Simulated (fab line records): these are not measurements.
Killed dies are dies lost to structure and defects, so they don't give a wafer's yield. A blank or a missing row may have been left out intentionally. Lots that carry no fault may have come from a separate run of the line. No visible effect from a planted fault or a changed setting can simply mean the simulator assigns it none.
Which tool did it? / flow sky130 / 18 wafers from 6 lots sampled at 3 of the route's 708 steps

## WHAT EACH GAUGE READ, for each wafer
SKY_LDD_HVN_OVL_MEAS_07.
lot=L874; measured=day 20 09:16; on=overlay-02; LDD_HVN_OVL (nm)=-0.9 -2.6 -3.2
lot=L876; measured=day 20 23:41; on=overlay-01; LDD_HVN_OVL (nm)=-1.1 -3.5 -2.1
lot=L878; measured=day 22 03:16; on=overlay-01; LDD_HVN_OVL (nm)=-0.8 -0.4 -0.5
lot=L881; measured=day 23 10:07; on=overlay-02; LDD_HVN_OVL (nm)=-1.9 -0.7 1.5
lot=L893; measured=day 27 17:38; on=overlay-01; LDD_HVN_OVL (nm)=-0.6 -2.5 0.4
lot=L895; measured=day 28 02:38; on=overlay-02; LDD_HVN_OVL (nm)=-1.3 -1.7 -1.0

## WHICH TOOL RAN EACH LOT (tool, then ch and the chambers of the sampled wafers, then the start)
lot=L874; SKY_POLY_GATE_ETCH_16=rie diel-03 ch 1,2,3, day 16 13:20; SKY_LDD_HVN_EXPOSE_04=iline stepper-01 ch 0, day 19 18:28
lot=L876; SKY_POLY_GATE_ETCH_16=rie diel-04 ch 1,2,3, day 17 01:57; SKY_LDD_HVN_EXPOSE_04=iline stepper-01 ch 0, day 20 09:15
lot=L878; SKY_POLY_GATE_ETCH_16=rie diel-03 ch 1,2,3, day 18 03:28; SKY_LDD_HVN_EXPOSE_04=iline stepper-02 ch 0, day 21 11:49
lot=L881; SKY_POLY_GATE_ETCH_16=rie diel-03 ch 0,1,3, day 19 12:56; SKY_LDD_HVN_EXPOSE_04=iline stepper-02 ch 0, day 22 19:05
lot=L893; SKY_POLY_GATE_ETCH_16=rie diel-03 ch 0,3, day 23 21:07; SKY_LDD_HVN_EXPOSE_04=iline stepper-01 ch 0, day 27 03:11
lot=L895; SKY_POLY_GATE_ETCH_16=rie diel-03 ch 2,3, day 24 08:34; SKY_LDD_HVN_EXPOSE_04=iline stepper-01 ch 0, day 27 12:38
- SKY_POLY_GATE_ETCH_16: etches Si3N4 in CH3F/O2, stops on poly-Si, time 147.5 s, target depth 75 nm.
- SKY_LDD_HVN_EXPOSE_04: exposes mask HVNTM, target cd 700 nm.

## THE ANSWER, worked out from the rows above alone
Rule: the lots themselves supply what counts as usual. The widest of any qualifying gaps counts: lots, ordered by their means at a reading, are off when they make up no more than a third of the lots, leave a main group of 4 or more, and stand apart from it by 3 or more times the standard deviation of that group's means. The tables above print the reading to a certain number of digits; a main group whose means all agree to those digits is not used. Also off: a lot with no number at a reading for which 4 or more lots have one. All remaining lots with rows at the step are treated as sound.
No lot is off on any of the readings shown, so nothing can be concluded from this.

## WHAT THE SIMULATOR PUT IN
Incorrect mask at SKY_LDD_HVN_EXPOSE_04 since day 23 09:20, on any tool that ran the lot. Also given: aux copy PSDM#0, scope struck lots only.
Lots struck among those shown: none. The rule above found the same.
